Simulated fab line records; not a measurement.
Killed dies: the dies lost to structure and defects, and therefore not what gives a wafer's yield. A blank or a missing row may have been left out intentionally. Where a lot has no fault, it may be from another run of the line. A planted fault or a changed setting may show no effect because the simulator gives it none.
Lot-split experiment + flow sky130 + route with 708 steps; 5 lots, 23 wafers read

== ON THE SPLIT ==
At SKY_SD_N_COAT_02 (resist thk 1140 nm), the setting resistThkNm was moved away from the recipe's 1140 nm on 10 of the 23 wafers read, by -2.5% to +3.4%. All remaining wafers had this setting at the recipe value.

The split's own step is where the reading is taken.

== THE READING ==
NOVOLAK_of_SD_N_COAT_02.thkNm (the simulator's own value, which no gauge read), in nm, at SKY_SD_N_COAT_02 (resist thk 1140 nm). No usual value for it is given in the file. The 13 wafers here that ran the recipe average 1137 nm, standard deviation 2.6 nm.

| wafer  | tool, chamber at the split | resistThkNm as run, nm | against the recipe | NOVOLAK_of_SD_N_COAT_02.thkNm, nm | against lot-mates on the recipe |
|--------|----------------------------|------------------------|--------------------|-----------------------------------|---------------------------------|
| L074.1 | lithoTrack-03, 0           | 1112                   | -2.5%              | 1108                              | -29                             |
| L074.2 | lithoTrack-03, 0           | 1140                   | recipe             | 1137                              | -                               |
| L074.3 | lithoTrack-03, 0           | 1140                   | recipe             | 1137                              | -                               |
| L074.4 | lithoTrack-03, 0           | 1140                   | recipe             | 1136                              | -                               |
| L074.5 | lithoTrack-03, 0           | 1112                   | -2.5%              | 1109                              | -28                             |
| L076.1 | lithoTrack-03, 0           | 1157                   | +1.5%              | 1157                              | +18                             |
| L076.2 | lithoTrack-03, 0           | 1157                   | +1.5%              | 1157                              | +18                             |
| L076.3 | lithoTrack-03, 0           | 1140                   | recipe             | 1134                              | -                               |
| L076.5 | lithoTrack-03, 0           | 1157                   | +1.5%              | 1156                              | +17                             |
| L076.6 | lithoTrack-03, 0           | 1140                   | recipe             | 1144                              | -                               |
| L079.1 | lithoTrack-03, 0           | 1140                   | recipe             | 1136                              | -                               |
| L079.3 | lithoTrack-03, 0           | 1140                   | recipe             | 1139                              | -                               |
| L079.5 | lithoTrack-03, 0           | 1140                   | recipe             | 1139                              | -                               |
| L082.1 | lithoTrack-03, 0           | 1140                   | recipe             | 1134                              | -                               |
| L082.2 | lithoTrack-03, 0           | 1140                   | recipe             | 1137                              | -                               |
| L082.4 | lithoTrack-03, 0           | 1172                   | +2.8%              | 1170                              | +35                             |
| L082.5 | lithoTrack-03, 0           | 1140                   | recipe             | 1135                              | -                               |
| L082.6 | lithoTrack-03, 0           | 1172                   | +2.8%              | 1171                              | +36                             |
| L084.1 | lithoTrack-02, 0           | 1179                   | +3.4%              | 1171                              | +36                             |
| L084.2 | lithoTrack-02, 0           | 1179                   | +3.4%              | 1172                              | +36                             |
| L084.4 | lithoTrack-02, 0           | 1140                   | recipe             | 1137                              | -                               |
| L084.5 | lithoTrack-02, 0           | 1179                   | +3.4%              | 1176                              | +40                             |
| L084.6 | lithoTrack-02, 0           | 1140                   | recipe             | 1134                              | -                               |

FIT RESULTS
A straight line over all 23 wafers: NOVOLAK_of_SD_N_COAT_02.thkNm changes by +11.3 nm for each +1% of resistThkNm; r = +0.99; the points scatter about the line by 2.7 nm.
The same after taking each lot's own level away (the mean of its wafers on the recipe; 23 wafers): +11.5 nm for each +1%; r = +0.99; scatter 2.3 nm.
That fit puts the effect of the largest move of resistThkNm on the reading at 39 nm.
Across the lots, their own levels run from 1135.3 to 1139.0 nm, a range of 1.4 times the standard deviation given above.
Hence the lot-to-lot level has little effect on the slope; both slopes agree.
Check: +40.1 nm against its lot-mates is what the line predicts for one of the wafers moved furthest among these (+3.4%) when that wafer is left out of the fit. Against them it came out at +35.5 nm.

== OTHER SPLITS ON THESE WAFERS ==
Other splits were also applied to these wafers ahead of the reading. Each is held against what the fit with the lots' levels taken away leaves over:
| other split on the same wafers | wafers away from the commonest value | r with NOVOLAK_of_SD_N_COAT_02.thkNm (lot level and that fit taken away) |
|--------------------------------|--------------------------------------|--------------------------------------------------------------------------|
| SKY_SD_P_IMPLANT_09 doseCm2    | 4                                    | +0.09                                                                    |

== THE WHOLE CHAIN: every reading that the file lists as answering this split, in the file's order ==
| step              | what it does       | reading                                                                        | change (the file's fit)              | r (the file's) |
|-------------------|--------------------|--------------------------------------------------------------------------------|--------------------------------------|----------------|
| SKY_SD_N_COAT_02  | resist thk 1140 nm | NOVOLAK_of_SD_N_COAT_02.thkNm (the simulator's own value, which no gauge read) | +11.6 nm for each +1% of the setting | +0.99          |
| SKY_SD_N_STRIP_11 | strips in O2/N2    | stripTimeToEndpointS                                                           | withheld for each +1% of the setting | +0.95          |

== THE FILE'S OWN FIT ==
NOVOLAK_of_SD_N_COAT_02.thkNm changes by +11.6 nm for each +1% of resistThkNm, r = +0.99.
